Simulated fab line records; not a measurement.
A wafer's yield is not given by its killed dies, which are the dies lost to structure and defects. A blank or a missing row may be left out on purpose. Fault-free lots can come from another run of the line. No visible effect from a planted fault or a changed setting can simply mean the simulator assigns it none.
The tool behind it: which one? / flow gf180mcu / Sampling: 6 lots, 18 wafers, 2 of 602 route steps

## WHAT THE GAUGES SHOWED, per wafer
GF_M2_RS_MEAS_05: uses a four-point probe to measure.
lot=L343; measured=day 19 13:29; on=filmMetro-01; M2_ALCU_RS (ohm/sq)=0.0684 0.0692 0.0691
lot=L344; measured=day 20 13:09; on=filmMetro-01; M2_ALCU_RS (ohm/sq)=0.0692 0.0691 0.0694
lot=L348; measured=day 22 02:11; on=filmMetro-04; M2_ALCU_RS (ohm/sq)=0.0699 0.0692 0.0696
lot=L353; measured=day 23 10:39; on=filmMetro-01; M2_ALCU_RS (ohm/sq)=0.0708 0.0707 0.0708
lot=L356; measured=day 24 08:55; on=filmMetro-03; M2_ALCU_RS (ohm/sq)=0.0702 0.0839 0.0691
lot=L362; measured=day 25 23:01; on=filmMetro-03; M2_ALCU_RS (ohm/sq)=0.0706 0.0714 0.0701

## WHICH TOOL RAN EACH LOT (tool, then ch and the chambers of the sampled wafers, then the start)
lot=L343; GF_M2_SPUTTER_02=pvdSputter-03, day 19 13:23
lot=L344; GF_M2_SPUTTER_02=pvdSputter-03, day 20 13:04
lot=L348; GF_M2_SPUTTER_02=pvdSputter-04, day 22 02:05
lot=L353; GF_M2_SPUTTER_02=pvdSputter-02, day 23 10:32
lot=L356; GF_M2_SPUTTER_02=pvdSputter-04, day 24 08:49
lot=L362; GF_M2_SPUTTER_02=pvdSputter-02, day 25 22:56
- GF_M2_SPUTTER_02: material AlCu, target thk 450 nm, time 23.9 s.

## THE ANSWER, worked out from the rows above alone
Rule: the usual values come from the lots themselves. Put in order of their means at a reading, lots are off if they are a third of the lots or fewer, leave a main group of 4 or more, and stand apart from it by a gap of 3 or more times the standard deviation of the main group's means; of several such gaps the widest counts. A main group whose means are all the same, to the digits that the tables above print for the reading, isn't used. Also off: a lot with no number at a reading for which 4 or more lots have one. Where the step has rows for the other lots, those lots are counted as sound.
Off: at GF_M2_RS_MEAS_05 (M2_ALCU_RS), L356. Main group: mean 0.0698 ohm/sq, sd 0.00076.
If a tool, at a process step before that reading, ran all the lots that are off and no sound lot after the first of them, it fits. The gauges at GF_M2_RS_MEAS_05 are tried like those tools. One fits: pvdSputter-04 at GF_M2_SPUTTER_02. Its last sound lot is L348 (day 22 02:05), its first lot that is off L356 (day 24 08:49): a fault that began between those two fits.

## WHAT THE SIMULATOR HAD INSERTED
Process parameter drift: pvdSputter-04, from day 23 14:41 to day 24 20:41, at GF_M2_SPUTTER_02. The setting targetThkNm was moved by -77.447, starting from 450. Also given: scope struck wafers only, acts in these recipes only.
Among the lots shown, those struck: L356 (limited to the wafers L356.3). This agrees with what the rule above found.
